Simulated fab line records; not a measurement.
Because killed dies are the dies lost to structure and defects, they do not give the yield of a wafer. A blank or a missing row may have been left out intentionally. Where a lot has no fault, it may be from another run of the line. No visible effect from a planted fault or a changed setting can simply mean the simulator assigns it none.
A lot that was struck, set against a sound lot :: flow sky130 :: 17 steps out of a route of 708
Sound: the wafers L332.3, L332.5, L332.6. Struck: wafers L325.1, L325.2, L325.4. At the end, the cause is stated.
At each step with rows: each side's tool, then ch and its chambers, then its first start. Under that, the readings that differ: sound wafers :: struck wafers :: difference of the means :: sigmas: that difference in standard deviations of wafers without a fault.
alike: readings whose means differ by less than 2 such deviations, and words and numbers that are the same on both sides. not compared: withheld readings, readings that some wafer has no value for, bounds like >300 that may hide the same value, and numbers for which the record gives no deviation and whose values overlap.
A row with sigmas, a row that says differs or no value, or rows on one side alone: a step with any of these is where the two part. When numbers do not overlap yet have no deviation, they are printed without sigmas and do not part them. A reading missing from all wafers of one side parts the sides only when that side holds two or more wafers.

SKY_LDD_HVN_OVL_MEAS_07:
  sound on overlay-02 at day 27 00:20; struck on overlay-01 at day 24 07:58
  alike: LDD_HVN_OVL
next, for these wafers, 1 step has no rows: SKY_LDD_HVN_IMPLANT_08.
SKY_LDD_HVN_STRIP_09: strips in O2/N2.
  sound on plasmaAsher-04 ch 0,1, day 27 00:32; struck on plasmaAsher-01 ch 0,1, day 24 08:10
  alike: chamberPressureMTorr, drypumpMotorCurrentA, n2FlowSccm, oesProductAu, stripTimeToEndpointS
  not compared: rfHoursCounterH
SKY_LDD_HVN_TW_MEAS_10:
  sound on filmMetro-04 at day 27 00:38; struck on filmMetro-04 at day 24 08:16
  alike: LDD_HVN_TW
then, 7 steps without rows for these wafers: SKY_LDD_HVP_DEHYDRATE_00 (time 60 s); SKY_LDD_HVP_HMDS_01 (prime time 60 s); SKY_LDD_HVP_COAT_02 (resist thk 300 nm); SKY_LDD_HVP_SOFTBAKE_03 (time 60 s); SKY_LDD_HVP_EXPOSE_04 (exposes mask HVPTM, target cd 700 nm); SKY_LDD_HVP_PEB_05; SKY_LDD_HVP_DEVELOP_06 (develop time 60 s).
SKY_LDD_HVP_OVL_MEAS_07:
  sound on overlay-01 at day 28 04:44; struck on overlay-02 at day 25 13:37
  alike: LDD_HVP_OVL
SKY_LDD_HVP_IMPLANT_08:
  sound on implanter-03 ch 0, day 28 04:48; struck on implanter-04 ch 0, day 25 13:39
reading: doseIonsCm2
sound: 1.7013e+13 1.6991e+13 1.7004e+13
struck: 2.6071e+13 2.6083e+13 2.6069e+13
difference: +9.0717e+12
sigmas: +99 or more

reading: faradayCurrentUA
sound: 96.0 94.2 96.3
struck: 147.8 147.0 150.7
difference: +53.0
sigmas: +28
SKY_LDD_HVP_STRIP_09: strips in O2/N2.
  sound on plasmaAsher-02 ch 0,1, day 28 04:56; struck on plasmaAsher-02 ch 0,1, day 25 13:48
  alike: chamberPressureMTorr, drypumpMotorCurrentA, n2FlowSccm, oesProductAu, stripTimeToEndpointS
  not compared: rfHoursCounterH
SKY_LDD_HVP_TW_MEAS_10:
  sound on filmMetro-01 at day 28 05:01; struck on filmMetro-01 at day 25 13:54
reading: LDD_HVP_TW
sound: 453 457 455
struck: 520 523 521
difference: +66
sigmas: +18
then, 1 step without rows for these wafers: SKY_LDD_LDN_DEHYDRATE_00 (time 60 s).
-- here the record skips 23 days between the struck wafers' starts before and after, leaving off in module LDD_LDN and picking up in module PAD_OPEN (first step shown: number 708 of the route) --
SKY_PAD_OPEN_PROBE_99:
  sound on prober-01 at day 49 23:38; struck on prober-02 at day 48 09:59
reading: model.etest.tip_p_5v.rsOhmSq
sound: 2870 2840 2838
struck: 2094 2121 2102
difference: -744
sigmas: 

reading: model.etest.pfetG5v0d10v5.rOnOhmUm
sound: 4847 4829 4757
struck: 4520 4512 4581
difference: -273
sigmas: 

reading: model.etest.pfetG5v0d10v5.driveUaUm
sound: 337.2 335.7 341.6
struck: 358.2 358.8 357.6
difference: +20.0
sigmas: 

reading: model.etest.pfetG5v0d10v5.offLog10AUm
sound: -12.51 -12.54 -12.38
struck: -12.21 -12.18 -11.98
difference: +0.35
sigmas: 

reading: model.etest.pfetG5v0d10v5.vtSatV (V)
sound: -0.6197 -0.6394 -0.6265
struck: -0.6048 -0.6015 -0.5992
difference: +0.0267
sigmas: 
  alike: killed_at_M0_to_M3, killed_at_M4_up, killedAtContacts, killedAtFrontEnd, killedAtOther, killedDies, killedOpen, killedShort
  not compared: model.etest.ring_5v.delayPs

WHERE THEY PART
Earliest at SKY_LDD_HVP_IMPLANT_08; latest, in this record, at SKY_LDD_HVP_TW_MEAS_10. Later steps at which nothing parts them and some readings are alike: SKY_PAD_OPEN_PROBE_99.

WHY: the cause the simulator had injected
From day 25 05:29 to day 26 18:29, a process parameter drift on implanter-04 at SKY_LDD_HVP_IMPLANT_08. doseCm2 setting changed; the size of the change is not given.
